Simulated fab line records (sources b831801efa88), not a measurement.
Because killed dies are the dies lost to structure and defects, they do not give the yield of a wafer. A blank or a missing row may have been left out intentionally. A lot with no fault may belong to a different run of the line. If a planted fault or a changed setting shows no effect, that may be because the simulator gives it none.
The tool behind it: which one? || flow sky130 || 14 lots with 42 wafers sampled at 5 steps, on a route of 708 steps

## WHAT THE GAUGES SHOWED, per wafer
SKY_NWELL_OVL_MEAS_23.
{"lot": "L206", "measured": "day 5 16:43", "on": "overlay-02", "NWELL_01_OVL (nm)": "-2.2 -1.1 -3.0"}
{"lot": "L207", "measured": "day 5 20:25", "on": "overlay-01", "NWELL_01_OVL (nm)": "1.8 3.3 0.2"}
{"lot": "L208", "measured": "day 6 01:34", "on": "overlay-01", "NWELL_01_OVL (nm)": "2.2 3.4 3.3"}
{"lot": "L210", "measured": "day 6 17:04", "on": "overlay-01", "NWELL_01_OVL (nm)": "-1.0 -1.7 -1.0"}
{"lot": "L211", "measured": "day 7 03:14", "on": "overlay-02", "NWELL_01_OVL (nm)": "-0.6 0.2 0.0"}
{"lot": "L213", "measured": "day 7 08:50", "on": "overlay-01", "NWELL_01_OVL (nm)": "- - -"}
{"lot": "L216", "measured": "day 8 03:58", "on": "overlay-02", "NWELL_01_OVL (nm)": "0.6 -0.7 0.0"}
{"lot": "L217", "measured": "day 8 14:25", "on": "overlay-01", "NWELL_01_OVL (nm)": "- - -"}
{"lot": "L218", "measured": "day 8 20:37", "on": "overlay-01", "NWELL_01_OVL (nm)": "1.2 1.4 2.4"}
{"lot": "L220", "measured": "day 9 04:59", "on": "overlay-01", "NWELL_01_OVL (nm)": "2.1 2.7 3.0"}
{"lot": "L223", "measured": "day 9 20:07", "on": "overlay-01", "NWELL_01_OVL (nm)": "-0.4 -0.8 0.7"}
{"lot": "L224", "measured": "day 10 02:46", "on": "overlay-01", "NWELL_01_OVL (nm)": "1.6 0.3 2.4"}
{"lot": "L226", "measured": "day 10 13:16", "on": "overlay-02", "NWELL_01_OVL (nm)": "1.2 0.5 2.0"}
{"lot": "L228", "measured": "day 11 05:56", "on": "overlay-02", "NWELL_01_OVL (nm)": "4.4 2.9 2.4"}

SKY_SD_N_RS_MEAS_16: measures by four-point-probe.
{"lot": "L206", "measured": "day 28 09:17", "on": "filmMetro-04", "SD_N_RS (ohm/sq)": "69.02 68.97 69.01"}
{"lot": "L207", "measured": "day 29 02:42", "on": "filmMetro-02", "SD_N_RS (ohm/sq)": "68.74 68.78 68.66"}
{"lot": "L208", "measured": "day 28 23:12", "on": "filmMetro-02", "SD_N_RS (ohm/sq)": "68.73 68.79 68.69"}
{"lot": "L210", "measured": "day 30 02:25", "on": "filmMetro-02", "SD_N_RS (ohm/sq)": "68.62 68.61 68.76"}
{"lot": "L211", "measured": "day 30 12:11", "on": "filmMetro-02", "SD_N_RS (ohm/sq)": "68.70 68.64 68.85"}
{"lot": "L213", "measured": "day 30 20:47", "on": "filmMetro-04", "SD_N_RS (ohm/sq)": "68.87 69.03 68.92"}
{"lot": "L216", "measured": "day 31 16:04", "on": "filmMetro-02", "SD_N_RS (ohm/sq)": "68.71 68.82 68.74"}
{"lot": "L217", "measured": "day 32 04:05", "on": "filmMetro-02", "SD_N_RS (ohm/sq)": "68.74 68.78 68.73"}
{"lot": "L218", "measured": "day 32 12:21", "on": "filmMetro-01", "SD_N_RS (ohm/sq)": "68.95 68.67 68.90"}
{"lot": "L220", "measured": "day 33 03:22", "on": "filmMetro-04", "SD_N_RS (ohm/sq)": "69.01 68.88 68.92"}
{"lot": "L223", "measured": "day 33 15:36", "on": "filmMetro-01", "SD_N_RS (ohm/sq)": "68.78 68.74 68.43"}
{"lot": "L224", "measured": "day 34 00:51", "on": "filmMetro-04", "SD_N_RS (ohm/sq)": "68.81 68.99 68.64"}
{"lot": "L226", "measured": "day 34 11:54", "on": "filmMetro-04", "SD_N_RS (ohm/sq)": "68.92 68.77 68.95"}
{"lot": "L228", "measured": "day 35 03:57", "on": "filmMetro-02", "SD_N_RS (ohm/sq)": "68.72 68.78 68.79"}

SKY_SD_N_RS_MEAS_18: measures by four-point-probe.
{"lot": "L206", "measured": "day 28 09:31", "on": "filmMetro-04", "RES_XHIGH_RS (ohm/sq)": "334.5 333.3 331.9"}
{"lot": "L207", "measured": "day 29 02:56", "on": "filmMetro-02", "RES_XHIGH_RS (ohm/sq)": "332.9 331.9 332.6"}
{"lot": "L208", "measured": "day 28 23:26", "on": "filmMetro-02", "RES_XHIGH_RS (ohm/sq)": "332.9 333.7 332.2"}
{"lot": "L210", "measured": "day 30 02:40", "on": "filmMetro-02", "RES_XHIGH_RS (ohm/sq)": "332.6 332.7 332.3"}
{"lot": "L211", "measured": "day 30 12:26", "on": "filmMetro-02", "RES_XHIGH_RS (ohm/sq)": "333.6 332.9 334.4"}
{"lot": "L213", "measured": "day 30 21:02", "on": "filmMetro-04", "RES_XHIGH_RS (ohm/sq)": "333.7 334.0 334.7"}
{"lot": "L216", "measured": "day 31 16:18", "on": "filmMetro-02", "RES_XHIGH_RS (ohm/sq)": "333.0 332.0 332.9"}
{"lot": "L217", "measured": "day 32 04:19", "on": "filmMetro-02", "RES_XHIGH_RS (ohm/sq)": "334.0 333.6 334.3"}
{"lot": "L218", "measured": "day 32 12:35", "on": "filmMetro-01", "RES_XHIGH_RS (ohm/sq)": "336.0 335.4 335.0"}
{"lot": "L220", "measured": "day 33 03:36", "on": "filmMetro-04", "RES_XHIGH_RS (ohm/sq)": "333.4 333.8 335.2"}
{"lot": "L223", "measured": "day 33 15:50", "on": "filmMetro-01", "RES_XHIGH_RS (ohm/sq)": "334.6 333.7 334.4"}
{"lot": "L224", "measured": "day 34 01:05", "on": "filmMetro-04", "RES_XHIGH_RS (ohm/sq)": "332.8 333.0 334.8"}
{"lot": "L226", "measured": "day 34 12:08", "on": "filmMetro-04", "RES_XHIGH_RS (ohm/sq)": "333.2 332.5 332.6"}
{"lot": "L228", "measured": "day 35 04:11", "on": "filmMetro-02", "RES_XHIGH_RS (ohm/sq)": "331.5 331.7 332.0"}

## WHAT TOOL EACH LOT RAN ON (gives the tool, then ch and the chambers of the sampled wafers, and finally the start)
{"lot": "L206", "SKY_NWELL_DEVELOP_22": "lithoTrack-03 ch 0, day 5 16:00", "SKY_SD_N_RTA_14": "rtpAnneal-02 ch 0, day 28 09:05"}
{"lot": "L207", "SKY_NWELL_DEVELOP_22": "lithoTrack-03 ch 0, day 5 20:00", "SKY_SD_N_RTA_14": "rtpAnneal-01 ch 0, day 29 02:32"}
{"lot": "L208", "SKY_NWELL_DEVELOP_22": "lithoTrack-03 ch 0, day 6 01:00", "SKY_SD_N_RTA_14": "rtpAnneal-02 ch 0, day 28 23:02"}
{"lot": "L210", "SKY_NWELL_DEVELOP_22": "lithoTrack-03 ch 0, day 6 16:00", "SKY_SD_N_RTA_14": "rtpAnneal-01 ch 0, day 30 02:14"}
{"lot": "L211", "SKY_NWELL_DEVELOP_22": "lithoTrack-03 ch 0, day 7 03:00", "SKY_SD_N_RTA_14": "rtpAnneal-01 ch 0, day 30 12:00"}
{"lot": "L213", "SKY_NWELL_DEVELOP_22": "lithoTrack-03 ch 0, day 7 08:00", "SKY_SD_N_RTA_14": "rtpAnneal-02 ch 0, day 30 20:36"}
{"lot": "L216", "SKY_NWELL_DEVELOP_22": "lithoTrack-01 ch 0, day 8 03:00", "SKY_SD_N_RTA_14": "rtpAnneal-01 ch 0, day 31 15:52"}
{"lot": "L217", "SKY_NWELL_DEVELOP_22": "lithoTrack-03 ch 0, day 8 14:00", "SKY_SD_N_RTA_14": "rtpAnneal-02 ch 0, day 32 03:51"}
{"lot": "L218", "SKY_NWELL_DEVELOP_22": "lithoTrack-04 ch 0, day 8 20:00", "SKY_SD_N_RTA_14": "rtpAnneal-01 ch 0, day 32 12:11"}
{"lot": "L220", "SKY_NWELL_DEVELOP_22": "lithoTrack-01 ch 0, day 9 04:00", "SKY_SD_N_RTA_14": "rtpAnneal-01 ch 0, day 33 03:11"}
{"lot": "L223", "SKY_NWELL_DEVELOP_22": "lithoTrack-04 ch 0, day 9 20:00", "SKY_SD_N_RTA_14": "rtpAnneal-02 ch 0, day 33 15:24"}
{"lot": "L224", "SKY_NWELL_DEVELOP_22": "lithoTrack-04 ch 0, day 10 02:00", "SKY_SD_N_RTA_14": "rtpAnneal-01 ch 0, day 34 00:41"}
{"lot": "L226", "SKY_NWELL_DEVELOP_22": "lithoTrack-04 ch 0, day 10 13:00", "SKY_SD_N_RTA_14": "rtpAnneal-01 ch 0, day 34 11:42"}
{"lot": "L228", "SKY_NWELL_DEVELOP_22": "lithoTrack-01 ch 0, day 11 05:00", "SKY_SD_N_RTA_14": "rtpAnneal-01 ch 0, day 35 03:47"}
- SKY_NWELL_DEVELOP_22: develop time 60 s.
- SKY_SD_N_RTA_14: time 2 s.

## WHAT THE TOOLS THEMSELVES READ (means of the sampled wafers that have a number; where no wafer has one, the mark that the record gives instead)
SKY_SD_N_RTA_14.
{"lot": "L206", "tool": "rtpAnneal-02", "annealTempCMax": 1080.8, "lampPowerPct (%)": 15.69, "wafer_temp_C_max": 1077.6}
{"lot": "L207", "tool": "rtpAnneal-01", "annealTempCMax": 1081.2, "lampPowerPct (%)": 15.73, "wafer_temp_C_max": 1078.8}
{"lot": "L208", "tool": "rtpAnneal-02", "annealTempCMax": 1079.3, "lampPowerPct (%)": 15.75, "wafer_temp_C_max": 1078.6}
{"lot": "L210", "tool": "rtpAnneal-01", "annealTempCMax": 1080.3, "lampPowerPct (%)": 15.72, "wafer_temp_C_max": 1078.5}
{"lot": "L211", "tool": "rtpAnneal-01", "annealTempCMax": 1080.0, "lampPowerPct (%)": 15.78, "wafer_temp_C_max": 1077.3}
{"lot": "L213", "tool": "rtpAnneal-02", "annealTempCMax": 1080.1, "lampPowerPct (%)": 15.76, "wafer_temp_C_max": 1078.7}
{"lot": "L216", "tool": "rtpAnneal-01", "annealTempCMax": 1080.6, "lampPowerPct (%)": 15.77, "wafer_temp_C_max": 1077.5}
{"lot": "L217", "tool": "rtpAnneal-02", "annealTempCMax": 1080.1, "lampPowerPct (%)": 15.79, "wafer_temp_C_max": 1076.5}
{"lot": "L218", "tool": "rtpAnneal-01", "annealTempCMax": 1079.8, "lampPowerPct (%)": 15.73, "wafer_temp_C_max": 1077.1}
{"lot": "L220", "tool": "rtpAnneal-01", "annealTempCMax": 1080.7, "lampPowerPct (%)": 15.76, "wafer_temp_C_max": 1077.6}
{"lot": "L223", "tool": "rtpAnneal-02", "annealTempCMax": 1079.8, "lampPowerPct (%)": 15.74, "wafer_temp_C_max": 1077.6}
{"lot": "L224", "tool": "rtpAnneal-01", "annealTempCMax": 1081.0, "lampPowerPct (%)": 15.83, "wafer_temp_C_max": 1078.7}
{"lot": "L226", "tool": "rtpAnneal-01", "annealTempCMax": 1080.4, "lampPowerPct (%)": 15.74, "wafer_temp_C_max": 1078.3}
{"lot": "L228", "tool": "rtpAnneal-01", "annealTempCMax": 1080.1, "lampPowerPct (%)": 15.71, "wafer_temp_C_max": 1077.3}

## THE ANSWER, worked out from the rows above alone
Rule: usual is defined by the lots themselves. The widest of any qualifying gaps counts: lots, ordered by their means at a reading, are off when they make up no more than a third of the lots, leave a main group of 4 or more, and stand apart from it by 3 or more times the standard deviation of that group's means. A main group is skipped when, at the precision printed for the reading in the tables above, its means are all equal. Also off: a lot with no number at a reading for which 4 or more lots have one. Where the step has rows for the other lots, those lots are counted as sound. First the gauges in route order, then the tools' own readings, where a lot's mean is used as printed above. The first step at which some lot is off is used, and at that step the reading that is off furthest; a lot without a number counts as furthest.
Off: at SKY_NWELL_OVL_MEAS_23 (NWELL_01_OVL), L213, L217. Without a number there: L213, L217. The main group has a mean of 0.9 nm with a standard deviation of 1.6.
If a tool, at a process step before that reading, ran all the lots that are off and no sound lot after the first of them, it fits. The gauges at SKY_NWELL_OVL_MEAS_23 are tried like those tools. One fits: SKY_NWELL_DEVELOP_22 on lithoTrack-03. Its last sound lot is L211 (day 7 03:00), its first lot that is off L213 (day 7 08:00): a fault that began between those two fits.

## WHAT THE SIMULATOR HAD PUT IN
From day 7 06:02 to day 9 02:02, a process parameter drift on lithoTrack-03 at SKY_NWELL_DEVELOP_22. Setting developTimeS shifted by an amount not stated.
Struck lots among those shown: L213, L217. The rule above found the same.
